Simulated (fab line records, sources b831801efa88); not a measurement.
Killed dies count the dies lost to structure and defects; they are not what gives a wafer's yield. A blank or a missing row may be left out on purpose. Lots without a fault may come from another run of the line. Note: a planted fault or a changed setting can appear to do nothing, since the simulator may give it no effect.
Check for tools in common :: flow gf180mcu :: 11 lots and 33 wafers in the sample

WHAT PROMPTED THE OPENING
At GF_VT_IMPLANT_TW_MEAS_21 the reading VT_IMPLANT_2_TW is flagged on 3 of 11 lots. No-fault wafers: 1217, standard deviation 13.
Rule: flag the lot when none of its wafers has a number, or when each of its wafers that has one lies beyond 4 standard deviations from that mean. All remaining lots are regarded as sound.

lot: L322
measured: day 7 07:56
on: film-metro-01
VT_IMPLANT_2_TW, wafer by wafer: 1237 1240 1235
flag: 

lot: L324
measured: day 7 22:04
on: film-metro-01
VT_IMPLANT_2_TW, wafer by wafer: 1234 1226 1238
flag: 

lot: L327
measured: day 8 14:17
on: film-metro-01
VT_IMPLANT_2_TW, wafer by wafer: 1230 1228 1230
flag: 

lot: L328
measured: day 8 23:52
on: film-metro-03
VT_IMPLANT_2_TW, wafer by wafer: 1211 1204 1205
flag: 

lot: L329
measured: day 9 04:19
on: film-metro-01
VT_IMPLANT_2_TW, wafer by wafer: 1229 1227 1228
flag: 

lot: L331
measured: day 9 14:29
on: film-metro-01
VT_IMPLANT_2_TW, wafer by wafer: 1218 1228 1229
flag: 

lot: L335
measured: day 10 16:32
on: film-metro-01
VT_IMPLANT_2_TW, wafer by wafer: 1226 1230 1226
flag: 

lot: L336
measured: day 11 01:02
on: film-metro-01
VT_IMPLANT_2_TW, wafer by wafer: 30 30 30
flag: FLAGGED

lot: L337
measured: day 11 06:32
on: film-metro-02
VT_IMPLANT_2_TW, wafer by wafer: 30 30 30
flag: FLAGGED

lot: L338
measured: day 11 12:52
on: film-metro-02
VT_IMPLANT_2_TW, wafer by wafer: 30 30 30
flag: FLAGGED

lot: L341
measured: day 12 08:07
on: film-metro-01
VT_IMPLANT_2_TW, wafer by wafer: 1222 1221 1220
flag: 
On average the flagged lots' numbers are 30, which is -1187 against the usual, or -91 standard deviations.

TOOL THAT RAN EACH LOT
Before the reading, the record contains 3 process steps out of a 602-step route. Each cell gives the tool, then ch followed by the chambers the sampled wafers passed through, then the start.
lot: L322
flag: 
GF_NWELL_STRIP_10: plasma-asher-02 ch 0,1, day 4 05:55
GF_VT_IMPLANT_STRIP_09: plasma-asher-03 ch 0,1, day 6 15:52
GF_VT_IMPLANT_STRIP_20: plasma-asher-04 ch 0,1, day 7 07:41

lot: L324
flag: 
GF_NWELL_STRIP_10: plasma-asher-04 ch 0,1, day 4 18:00
GF_VT_IMPLANT_STRIP_09: plasma-asher-03 ch 0,1, day 7 06:26
GF_VT_IMPLANT_STRIP_20: plasma-asher-02 ch 0,1, day 7 21:58

lot: L327
flag: 
GF_NWELL_STRIP_10: plasma-asher-02 ch 0,1, day 5 09:23
GF_VT_IMPLANT_STRIP_09: plasma-asher-03 ch 0,1, day 7 21:56
GF_VT_IMPLANT_STRIP_20: plasma-asher-02 ch 0,1, day 8 14:11

lot: L328
flag: 
GF_NWELL_STRIP_10: plasma-asher-04 ch 0,1, day 5 17:02
GF_VT_IMPLANT_STRIP_09: plasma-asher-02 ch 0,1, day 8 06:38
GF_VT_IMPLANT_STRIP_20: plasma-asher-04 ch 0,1, day 8 23:47

lot: L329
flag: 
GF_NWELL_STRIP_10: plasma-asher-04 ch 0,1, day 5 20:53
GF_VT_IMPLANT_STRIP_09: plasma-asher-03 ch 0,1, day 8 11:16
GF_VT_IMPLANT_STRIP_20: plasma-asher-02 ch 0,1, day 9 04:12

lot: L331
flag: 
GF_NWELL_STRIP_10: plasma-asher-03 ch 0,1, day 6 05:33
GF_VT_IMPLANT_STRIP_09: plasma-asher-02 ch 0, day 8 22:12
GF_VT_IMPLANT_STRIP_20: plasma-asher-02 ch 0,1, day 9 14:23

lot: L335
flag: 
GF_NWELL_STRIP_10: plasma-asher-02 ch 0,1, day 7 04:25
GF_VT_IMPLANT_STRIP_09: plasma-asher-02 ch 0,1, day 9 22:19
GF_VT_IMPLANT_STRIP_20: plasma-asher-04 ch 0,1, day 10 16:26

lot: L336
flag: FLAGGED
GF_NWELL_STRIP_10: plasma-asher-02 ch 0,1, day 7 11:08
GF_VT_IMPLANT_STRIP_09: plasma-asher-04 ch 0,1, day 10 07:08
GF_VT_IMPLANT_STRIP_20: plasma-asher-03 ch 0,1, day 11 00:56

lot: L337
flag: FLAGGED
GF_NWELL_STRIP_10: plasma-asher-02 ch 0,1, day 7 17:23
GF_VT_IMPLANT_STRIP_09: plasma-asher-02 ch 0,1, day 10 11:56
GF_VT_IMPLANT_STRIP_20: plasma-asher-02 ch 0,1, day 11 06:26

lot: L338
flag: FLAGGED
GF_NWELL_STRIP_10: plasma-asher-03 ch 0,1, day 7 20:48
GF_VT_IMPLANT_STRIP_09: plasma-asher-03 ch 0,1, day 10 17:41
GF_VT_IMPLANT_STRIP_20: plasma-asher-04 ch 0,1, day 11 12:46

lot: L341
flag: 
GF_NWELL_STRIP_10: plasma-asher-04 ch 0,1, day 8 13:32
GF_VT_IMPLANT_STRIP_09: plasma-asher-03 ch 0,1, day 11 13:05
GF_VT_IMPLANT_STRIP_20: plasma-asher-02 ch 0,1, day 12 08:02
What these steps do:
- GF_NWELL_STRIP_10: strips in O2/N2.
- GF_VT_IMPLANT_STRIP_09: strips in O2/N2.
- GF_VT_IMPLANT_STRIP_20: strips in O2/N2.
- GF_VT_IMPLANT_TW_MEAS_21

FLAGGED AGAINST TOTAL, ONE TOOL AT A TIME (gauges that did the reading follow at the end)
step: GF_NWELL_STRIP_10
tool: plasma-asher-02
lots run: 5
flagged: 2
share of the flagged lots: some
sound lots run after its first flagged lot: 0

step: GF_NWELL_STRIP_10
tool: plasma-asher-03
lots run: 2
flagged: 1
share of the flagged lots: some
sound lots run after its first flagged lot: 0

step: GF_NWELL_STRIP_10
tool: plasma-asher-04
lots run: 4
flagged: 0
share of the flagged lots: none
sound lots run after its first flagged lot: -

step: GF_VT_IMPLANT_STRIP_09
tool: plasma-asher-02
lots run: 4
flagged: 1
share of the flagged lots: some
sound lots run after its first flagged lot: 0

step: GF_VT_IMPLANT_STRIP_09
tool: plasma-asher-03
lots run: 6
flagged: 1
share of the flagged lots: some
sound lots run after its first flagged lot: 1 (L341)

step: GF_VT_IMPLANT_STRIP_09
tool: plasma-asher-04
lots run: 1
flagged: 1
share of the flagged lots: some
sound lots run after its first flagged lot: 0

step: GF_VT_IMPLANT_STRIP_20
tool: plasma-asher-02
lots run: 6
flagged: 1
share of the flagged lots: some
sound lots run after its first flagged lot: 1 (L341)

step: GF_VT_IMPLANT_STRIP_20
tool: plasma-asher-03
lots run: 1
flagged: 1
share of the flagged lots: some
sound lots run after its first flagged lot: 0

step: GF_VT_IMPLANT_STRIP_20
tool: plasma-asher-04
lots run: 4
flagged: 1
share of the flagged lots: some
sound lots run after its first flagged lot: 0

step: GF_VT_IMPLANT_TW_MEAS_21
tool: film-metro-01
lots run: 8
flagged: 1
share of the flagged lots: some
sound lots run after its first flagged lot: 1 (L341)

step: GF_VT_IMPLANT_TW_MEAS_21
tool: film-metro-02
lots run: 2
flagged: 2
share of the flagged lots: some
sound lots run after its first flagged lot: 0

step: GF_VT_IMPLANT_TW_MEAS_21
tool: film-metro-03
lots run: 1
flagged: 0
share of the flagged lots: none
sound lots run after its first flagged lot: -

THE TABLE: WHAT IT ALLOWS
No row of the table ran every flagged lot.

WHAT HAD BEEN PUT IN BY THE SIMULATOR
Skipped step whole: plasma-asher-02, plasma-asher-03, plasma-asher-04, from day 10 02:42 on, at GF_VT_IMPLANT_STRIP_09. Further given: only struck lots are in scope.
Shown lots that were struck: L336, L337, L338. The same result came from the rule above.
